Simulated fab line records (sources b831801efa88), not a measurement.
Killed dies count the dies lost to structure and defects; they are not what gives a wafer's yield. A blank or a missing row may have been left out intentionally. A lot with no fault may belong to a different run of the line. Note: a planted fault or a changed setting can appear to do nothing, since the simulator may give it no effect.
A lot that was struck, set against a sound lot / flow sfq-line / 32 steps out of a route of 325
Sound: wafers L422.1, L422.5, L422.6. Struck: wafer L434.5. (L434.4 of the same lot was not struck and is left out.) The cause comes at the end.
At each step with rows: each side's tool, then ch and its chambers, then its first start. Under that, the readings that differ: sound wafers / struck wafers / difference of the means / sigmas: that difference in standard deviations of wafers without a fault.
alike: words and numbers the same on both sides, and readings whose means are apart by under 2 such deviations; not compared: readings that were withheld, readings missing a value for some wafer, numbers with overlapping values and no deviation given by the record, and bounds like >300 which may hide the same value.
A row with sigmas, a row that says differs or no value, or rows on one side alone: a step with any of these is where the two part. Numbers that have no deviation but don't overlap get no sigmas and don't part them. A reading that every wafer of one side lacks parts them only if that side has two wafers or more.

SFQ_INCOMING_BOW_MEAS_900:
  sound on film-metro-02, day 2 16:00; struck on film-metro-02, day 5 04:04
  alike: INCOMING_BOW
then, 1 step without rows for these wafers: SFQ_TRILAYER_INCOMING_OXIDATION_002 (target thk 500 nm, ox time 4939 s).
SFQ_TRILAYER_L0_DEP_SPUTTER_003: material MoNx KI, target thk 40 nm, time 100 s.
  sound on pvd-sputter-05, day 2 18:29; struck on pvd-sputter-03, day 5 06:29
reading=throttle-valve-pct (%); sound=27.5 27.5 27.3; struck=31.6; difference=+4.2; sigmas=+3
reading=model.MoNx_KI_of_TRILAYER_L0_DEP_SPUTTER_003.thk-nm (nm); sound=40.08 40.97 40.16; struck=20.28; difference=-20.12; sigmas=
SFQ_L0_RS_MEAS_901: measurement is done with a four-point probe.
  sound on film-metro-02, day 2 18:34; struck on film-metro-03, day 5 06:37
reading=L0_MONX_KI_RS (ohm/sq); sound=43.4 42.4 43.4; struck=85.8; difference=+42.7; sigmas=+65
SFQ_L0_THK_MEAS_902: measures by xrf.
  sound on film-metro-02, day 2 18:41; struck on film-metro-03, day 5 06:43
reading=L0_MONX_KI_THK (nm); sound=39.6 40.4 39.6; struck=20.0; difference=-19.9; sigmas=-33
then, 6 steps without rows for these wafers: SFQ_TRILAYER_L0_LITHO_COAT_010 (resist thk 62 nm); SFQ_TRILAYER_L0_LITHO_COAT_005 (resist thk 600 nm); SFQ_TRILAYER_L0_LITHO_SOFTBAKE_009; SFQ_TRILAYER_L0_LITHO_EXPOSE_006 (exposes mask L0, target cd 2000 nm); SFQ_TRILAYER_L0_LITHO_PEB_008 (peb time 60 s); SFQ_TRILAYER_L0_LITHO_DEVELOP_007 (time 60 s).
SFQ_TRILAYER_L0_BARC_OPEN_METAL_ETCH_010: etches BARC in O2, target depth 125 nm, time 41.7 s.
  sound on rie-metal-04 ch 0,1, day 4 13:03; struck on rie-metal-01 ch 1, day 6 23:25
  alike: drypump-motor-current-A, oes-product-au
  not compared: rf-hours-counter-h
SFQ_TRILAYER_L0_ETCH_METAL_ETCH_008: etches MoNx KI in SF6/O2, stops on SiO2, target depth 50 nm, time 25 s.
  sound on rie-metal-04 ch 0,1, day 4 13:07; struck on rie-metal-01 ch 1, day 6 23:29
reading=oes-product-au (a.u.); sound=0.876 0.889 0.878; struck=0.630; difference=-0.251; sigmas=-29
  alike: drypump-motor-current-A
  not compared: rf-hours-counter-h
then, 9 steps without rows for these wafers: SFQ_TRILAYER_L0_STRIP_STRIP_009 (strips in O2); SFQ_TRILAYER_L0_STRIP_SOLV_CLEAN_010 (cleans in NMP, time 600 s); SFQ_TRILAYER_L0_CAP_PECVD_011 (deposits SiO2 from SiH4/N2O, time 13.333 s, target thk 60 nm); SFQ_TRILAYER_L0_VIA_LITHO_COAT_018 (resist thk 62 nm); SFQ_TRILAYER_L0_VIA_LITHO_COAT_013 (resist thk 650 nm); SFQ_TRILAYER_L0_VIA_LITHO_SOFTBAKE_017; SFQ_TRILAYER_L0_VIA_LITHO_EXPOSE_014 (exposes mask L0V, target cd 700 nm); SFQ_TRILAYER_L0_VIA_LITHO_PEB_016 (peb time 60 s); SFQ_TRILAYER_L0_VIA_LITHO_DEVELOP_015 (time 60 s).
SFQ_L0V_OVL_MEAS_903:
  sound on overlay-01, day 6 07:48; struck on overlay-02, day 8 17:19
  alike: L0V_OVL
SFQ_TRILAYER_L0_VIA_BARC_OPEN_VIA_ETCH_021: etches BARC in O2, target depth 125 nm, time 41.7 s.
  sound on rie-diel-04 ch 1,2,3, day 6 07:50; struck on rie-diel-03 ch 3, day 8 17:20
  alike: drypump-motor-current-A, oes-product-au
  not compared: rf-hours-counter-h
SFQ_TRILAYER_L0_VIA_ETCH_VIA_ETCH_016: etches SiO2 in CHF3, stops on MoNx KI, target depth 80 nm.
  sound on rie-diel-04 ch 1,2,3, day 6 07:53; struck on rie-diel-03 ch 3, day 8 17:23
  alike: drypump-motor-current-A, oes-product-au
SFQ_TRILAYER_L0_VIA_STRIP_STRIP_017: strips in O2.
  sound on rie-metal-02 ch 0,1, day 6 07:56; struck on rie-metal-04 ch 0, day 8 17:38
  alike: drypump-motor-current-A, oes-product-au
  not compared: rf-hours-counter-h
then, 2 steps without rows for these wafers: SFQ_TRILAYER_L0_VIA_STRIP_SOLV_CLEAN_018 (cleans in NMP, time 600 s); SFQ_TRILAYER_M0_DEP_PRE_CLEAN_020 (time 15 s).
SFQ_TRILAYER_M0_DEP_SPUTTER_019: material Nb, target thk 200 nm, time 133.3 s.
  sound on pvd-sputter-04, day 6 08:44; struck on pvd-sputter-04, day 8 18:14
  alike: throttle-valve-pct
SFQ_M0_RS_MEAS_904: measurement is done with a four-point probe.
  sound on film-metro-03, day 6 08:50; struck on film-metro-02, day 8 18:23
  alike: M0_NB_RS
then, 1 step without rows for these wafers: SFQ_TRILAYER_M0_LITHO_COAT_026 (resist thk 62 nm).
-- the record jumps here: 83 days lie between the struck wafers' starts before and after --
SFQ_M8_BOW_MEAS_951:
  sound on film-metro-03, day 86 19:05; struck on film-metro-04, day 92 04:17
reading=model.etest.l0v.link-ohm; sound=44.36 43.41 44.27; struck=86.76; difference=+42.75; sigmas=
reading=model.etest.l0.ohm-sq; sound=43.44 42.49 43.36; struck=85.85; difference=+42.75; sigmas=
reading=model.etest.l0.ohm-um; sound=21.68 21.21 21.66; struck=42.91; difference=+21.39; sigmas=
  alike: M8_BOW

== WHERE THEY PART ==
At SFQ_TRILAYER_L0_DEP_SPUTTER_003 first; at SFQ_TRILAYER_L0_ETCH_METAL_ETCH_008 last (within this record only). Later steps at which nothing parts them and some readings are alike: SFQ_L0V_OVL_MEAS_903, SFQ_TRILAYER_L0_VIA_BARC_OPEN_VIA_ETCH_021, SFQ_TRILAYER_L0_VIA_ETCH_VIA_ETCH_016, SFQ_TRILAYER_L0_VIA_STRIP_STRIP_017, SFQ_TRILAYER_M0_DEP_SPUTTER_019, SFQ_M0_RS_MEAS_904, SFQ_M8_BOW_MEAS_951.

WHY: what the simulator had put in
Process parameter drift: pvd-sputter-03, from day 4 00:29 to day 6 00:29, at SFQ_TRILAYER_L0_DEP_SPUTTER_003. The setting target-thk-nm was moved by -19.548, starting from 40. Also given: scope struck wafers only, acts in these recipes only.
